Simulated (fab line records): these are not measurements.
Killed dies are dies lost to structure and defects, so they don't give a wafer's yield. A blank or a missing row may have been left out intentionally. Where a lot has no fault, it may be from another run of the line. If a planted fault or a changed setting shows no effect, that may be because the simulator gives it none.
A struck lot beside a sound one | flow sky130 | 21 steps out of a route of 708
Sound: the wafers L634.3, L634.4, L634.6. Struck: wafers L647.1, L647.5, L647.6. The cause is named last.
For every step that has rows: the tool of each side, followed by ch and its chambers, followed by its first start. Under that, the readings that differ: sound wafers | struck wafers | difference of the means | sigmas: that difference in standard deviations of wafers without a fault.
alike: same words and numbers on both sides, and readings whose means sit less than 2 such deviations apart. not compared: any withheld reading, any reading some wafer has no value for, any bound like >300 that may hide the same value, and any number with overlapping values for which the record gives no deviation.
A row with sigmas, a row that says differs or no value, or rows on one side alone: a step with any of these is where the two part. When numbers do not overlap yet have no deviation, they are printed without sigmas and do not part them. A reading missing from all wafers of one side parts the sides only when that side holds two or more wafers.

first, 1 step without rows for these wafers: SKY_RES_XHIGH_IMPLANT_07.
SKY_RES_XHIGH_STRIP_08: strips in O2/N2.
  sound on plasmaAsher-02 ch 0,1, day 27 17:35; struck on plasmaAsher-02 ch 0,1, day 32 09:39
reading                  | sound             | struck            | difference | sigmas
stripTimeToEndpointS (s) | 14.29 14.29 14.31 | 14.23 14.18 14.22 | -0.09      | -2
  alike: drypumpMotorCurrentA, oesProductAu
  not compared: rfHoursCounterH
SKY_RES_XHIGH_TW_MEAS_09:
  sound on filmMetro-01 at day 27 17:40; struck on filmMetro-03 at day 32 09:45
reading      | sound          | struck         | difference | sigmas
RES_XHIGH_TW | 1676 1677 1672 | 1630 1624 1633 | -46        | -2
then, 7 steps without rows for these wafers: SKY_SD_N_DEHYDRATE_00 (time 60 s); SKY_SD_N_HMDS_01 (prime time 60 s); SKY_SD_N_COAT_02 (resist thk 1140 nm); SKY_SD_N_SOFTBAKE_03 (time 60 s); SKY_SD_N_EXPOSE_04 (exposes mask NSDM, target cd 380 nm); SKY_SD_N_PEB_05; SKY_SD_N_DEVELOP_06 (develop time 60 s).
SKY_SD_N_CD_MEAS_07: the cd target is 380 nm.
  sound on cdSem-01 at day 28 21:40; struck on cdSem-01 at day 33 12:21
  alike: cdNm
SKY_SD_N_OVL_MEAS_08:
  sound on overlay-02 at day 28 21:45; struck on overlay-01 at day 33 12:28
  alike: SD_N_OVL
SKY_SD_N_IMPLANT_09:
  sound on implanter-02 ch 0, day 28 21:50; struck on implanter-02 ch 0, day 33 12:31
reading          | sound                 | struck                        | difference | sigmas
beamOnS (s)      | 16.8 16.3 16.3        | 10.0 9.8 9.9                  | -6.6       | -4
doseIonsCm2      | 4e+15 4e+15 4.002e+15 | 1.581e+15 1.583e+15 1.579e+15 | -2.420e+15 | -99 or more
faradayCurrentUA | 12987 13421 13372     | 8722 8931 8797                | -4443      | -4
following that, these wafers have no rows for 1 step: SKY_SD_N_IMPLANT_10.
SKY_SD_N_STRIP_11: strips in O2/N2.
  sound on plasmaAsher-04 ch 0,1, day 28 22:07; struck on plasmaAsher-02 ch 0,1, day 33 12:49
reading                  | sound             | struck            | difference | sigmas
oesProductAu (a.u.)      | 0.531 0.530 0.522 | 0.579 0.576 0.580 | +0.051     | +13
stripTimeToEndpointS (s) | 22.53 22.47 22.45 | 19.42 19.36 19.42 | -3.08      | -62
  alike: drypumpMotorCurrentA
  not compared: rfHoursCounterH
SKY_SD_N_TW_MEAS_12:
  sound on filmMetro-03 at day 28 22:12; struck on filmMetro-01 at day 33 12:55
  alike: SD_N_TW
then, 1 step without rows for these wafers: SKY_SD_N_CLEAN_13 (cleans in SC1/SC2, time 150 s).
SKY_SD_N_RTA_14: time 2 s.
  sound on rtpAnneal-02 ch 0, day 28 22:19; struck on rtpAnneal-01 ch 0, day 33 13:04
  alike: lampPowerPct, wafer_temp_C_max
SKY_SD_N_RS_MEAS_16: uses a four-point probe to measure.
  sound on filmMetro-01 at day 28 22:30; struck on filmMetro-02 at day 33 13:14
reading          | sound             | struck            | difference | sigmas
SD_N_RS (ohm/sq) | 68.82 68.91 68.70 | 85.28 85.51 85.64 | +16.67     | +99 or more
SKY_SD_N_RS_MEAS_17: uses a four-point probe to measure.
  sound on filmMetro-01 at day 28 22:37; struck on filmMetro-02 at day 33 13:22
  alike: SD_P_RS
-- here the record skips 17 days between the struck wafers' starts before and after, leaving off in module SD_N and picking up in module PAD_OPEN (first step shown: number 708 of the route) --
SKY_PAD_OPEN_PROBE_99:
  sound on prober-02 at day 46 14:26; struck on prober-01 at day 50 02:14
reading                             | sound             | struck            | difference | sigmas
model.etest.resNdiff.lineOhmUm      | 779.8 772.4 774.1 | 922.1 935.1 918.2 | +149.7     | 
model.etest.nfetG5v0d10v5.rOnOhmUm  | 1918 1908 1902    | 1992 1957 1967    | +63        | 
model.etest.sonosUncharged.rOnOhmUm | 823.5 824.2 815.1 | 898.2 902 884.1   | +73.8      | 
model.etest.liconNdiff.rcOhm        | 183.4 181.6 188.6 | 251.2 231.4 239.3 | +56.1      | 
model.etest.nfet_01v8.rOnOhmUm      | 840.5 835.1 827   | 847.6 865.3 862.5 | +24.3      | 
model.etest.resNdiffHv.rsOhmSq      | 115 115.1 115.5   | 144.2 142.8 142.9 | +28.1      | 
model.etest.resNdiff.rsOhmSq        | 120.8 121.6 121.7 | 148.8 148.6 148.4 | +27.2      | 
  alike: killed_at_M0_to_M3, killed_at_M4_up, killedAtContacts, killedAtFrontEnd, killedAtOther, killedDies, killedOpen, killedShort
  not compared: model.etest.nfet_01v8_lvt.driveUaUm

## WHERE THEY PART
Last at SKY_SD_N_RS_MEAS_16 as far as this record goes, first at SKY_RES_XHIGH_STRIP_08. Later steps at which nothing parts them and some readings are alike: SKY_SD_N_RS_MEAS_17, SKY_PAD_OPEN_PROBE_99.

WHY: what the simulator had put in
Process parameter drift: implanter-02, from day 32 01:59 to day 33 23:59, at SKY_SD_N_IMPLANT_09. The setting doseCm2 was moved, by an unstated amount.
